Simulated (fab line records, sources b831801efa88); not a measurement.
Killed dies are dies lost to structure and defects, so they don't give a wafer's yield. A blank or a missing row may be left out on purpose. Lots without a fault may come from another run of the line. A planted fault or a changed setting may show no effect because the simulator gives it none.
Which tool did it? | flow gf180mcu | 7 lots, 21 wafers sampled, at 3 steps of a route of 602

WHAT THE GAUGES READ, wafer by wafer
GF_CONTACT_CD_MEAS_14: target cd 220 nm.
lot  | measured     | on        | cd_nm (nm)
L198 | day 15 17:22 | cd_sem-01 | 220.9 221.2 221.2
L202 | day 17 14:02 | cd_sem-01 | 218.7 218.4 218.7
L205 | day 18 19:04 | cd_sem-01 | 219.5 221.5 220.7
L208 | day 19 07:31 | cd_sem-02 | 220.3 220.4 219.8
L212 | day 21 02:10 | cd_sem-02 | 218.0 217.2 217.8
L216 | day 22 12:14 | cd_sem-02 | 220.1 220.4 220.4
L219 | day 23 07:41 | cd_sem-02 | 218.5 218.0 218.6

WHICH TOOL RAN EACH LOT (tool, then ch and the chambers of the sampled wafers, then the start)
lot  | GF_CONTACT_CVD_02               | GF_CONTACT_PEB_12
L198 | pecvd-04 ch 1,2, day 14 19:08   | litho_track-04 ch 0, day 15 17:01
L202 | pecvd-04 ch 0,1,2, day 16 14:35 | litho_track-04 ch 0, day 17 13:42
L205 | pecvd-01 ch 0,1,2, day 17 18:18 | litho_track-04 ch 0, day 18 18:43
L208 | pecvd-04 ch 1,2, day 18 06:59   | litho_track-03 ch 0, day 19 07:10
L212 | pecvd-01 ch 0,1,2, day 20 01:14 | litho_track-04 ch 0, day 21 01:49
L216 | pecvd-04 ch 0,1, day 21 12:22   | litho_track-03 ch 0, day 22 11:53
L219 | pecvd-04 ch 0,1,2, day 22 07:11 | litho_track-03 ch 0, day 23 07:20
- GF_CONTACT_CVD_02: deposits SiO2 from TEOS, target thk 860 nm, time 95.992 s.
- GF_CONTACT_PEB_12: peb time 90 s.

THE ANSWER, worked out from the rows above alone
Rule: what is usual is taken from the lots themselves. Put in order of their means at a reading, lots are off if they are a third of the lots or fewer, leave a main group of 4 or more, and stand apart from it by a gap of 3 or more times the standard deviation of the main group's means; of several such gaps the widest counts. A main group whose means are all the same, to the digits that the tables above print for the reading, isn't used. A lot without any number at a reading at which 4 lots or more have one is off too. The other lots that the step has rows for count as sound.
No lot is off at any reading shown: from this, nothing can be told.

WHAT THE SIMULATOR HAD PUT IN
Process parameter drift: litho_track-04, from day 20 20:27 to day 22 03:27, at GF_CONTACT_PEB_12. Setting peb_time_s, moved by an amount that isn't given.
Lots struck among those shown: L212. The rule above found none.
